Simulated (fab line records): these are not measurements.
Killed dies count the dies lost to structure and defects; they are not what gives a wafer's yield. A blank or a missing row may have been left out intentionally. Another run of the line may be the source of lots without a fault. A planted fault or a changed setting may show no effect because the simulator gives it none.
Which tool did it? :: flow sky130 :: 6 lots with 18 wafers sampled at 2 steps, on a route of 708 steps

== WHAT THE GAUGES READ, wafer by wafer ==
SKY_VT_ADJUST_NCORE_TW_MEAS_11.
lot: L174
measured: day 8 23:18
on: filmMetro-03
VT_ADJUST_NCORE_TW: 216.0 216.0 216.9

lot: L181
measured: day 11 01:39
on: filmMetro-01
VT_ADJUST_NCORE_TW: 237.1 238.2 237.0

lot: L188
measured: day 13 00:44
on: filmMetro-03
VT_ADJUST_NCORE_TW: 216.7 215.4 217.0

lot: L191
measured: day 13 19:53
on: filmMetro-02
VT_ADJUST_NCORE_TW: 218.0 217.0 217.9

lot: L193
measured: day 14 09:17
on: filmMetro-03
VT_ADJUST_NCORE_TW: 217.0 216.8 216.7

lot: L195
measured: day 14 23:25
on: filmMetro-01
VT_ADJUST_NCORE_TW: 221.4 220.3 219.0

== EACH LOT AND THE TOOL THAT RAN IT (in order: tool; ch and the chambers of the sampled wafers; start) ==
lot: L174
SKY_VT_ADJUST_NCORE_IMPLANT_09: implanter-02 ch 0, day 8 23:04

lot: L181
SKY_VT_ADJUST_NCORE_IMPLANT_09: implanter-02 ch 0, day 11 01:25

lot: L188
SKY_VT_ADJUST_NCORE_IMPLANT_09: implanter-03 ch 0, day 13 00:31

lot: L191
SKY_VT_ADJUST_NCORE_IMPLANT_09: implanter-03 ch 0, day 13 19:39

lot: L193
SKY_VT_ADJUST_NCORE_IMPLANT_09: implanter-03 ch 0, day 14 09:03

lot: L195
SKY_VT_ADJUST_NCORE_IMPLANT_09: implanter-03 ch 0, day 14 23:10
- SKY_VT_ADJUST_NCORE_IMPLANT_09

== THE ANSWER, worked out from the rows above alone ==
Rule: usual is defined by the lots themselves. The widest of any qualifying gaps counts: lots, ordered by their means at a reading, are off when they make up no more than a third of the lots, leave a main group of 4 or more, and stand apart from it by 3 or more times the standard deviation of that group's means. The tables above print the reading to a certain number of digits; a main group whose means all agree to those digits is not used. A lot without any number at a reading at which 4 lots or more have one is off too. Any other lot the step has rows for is counted as sound.
Off: at SKY_VT_ADJUST_NCORE_TW_MEAS_11 (VT_ADJUST_NCORE_TW), L181. Main group: mean 217.5, sd 1.5.
If a tool, at a process step before that reading, ran all the lots that are off and no sound lot after the first of them, it fits. Those tools and the gauges at SKY_VT_ADJUST_NCORE_TW_MEAS_11 are tried in the same way. One candidate fits, namely implanter-02 at SKY_VT_ADJUST_NCORE_IMPLANT_09. A fault onset in the window from L174 (day 8 23:04, its last sound lot) to L181 (day 11 01:25, its first lot off) fits.

== WHAT THE SIMULATOR HAD INSERTED ==
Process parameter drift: implanter-02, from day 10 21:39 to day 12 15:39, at SKY_VT_ADJUST_NCORE_IMPLANT_09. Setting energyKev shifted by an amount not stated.
Struck lots among those shown: L181. The rule above found the same.
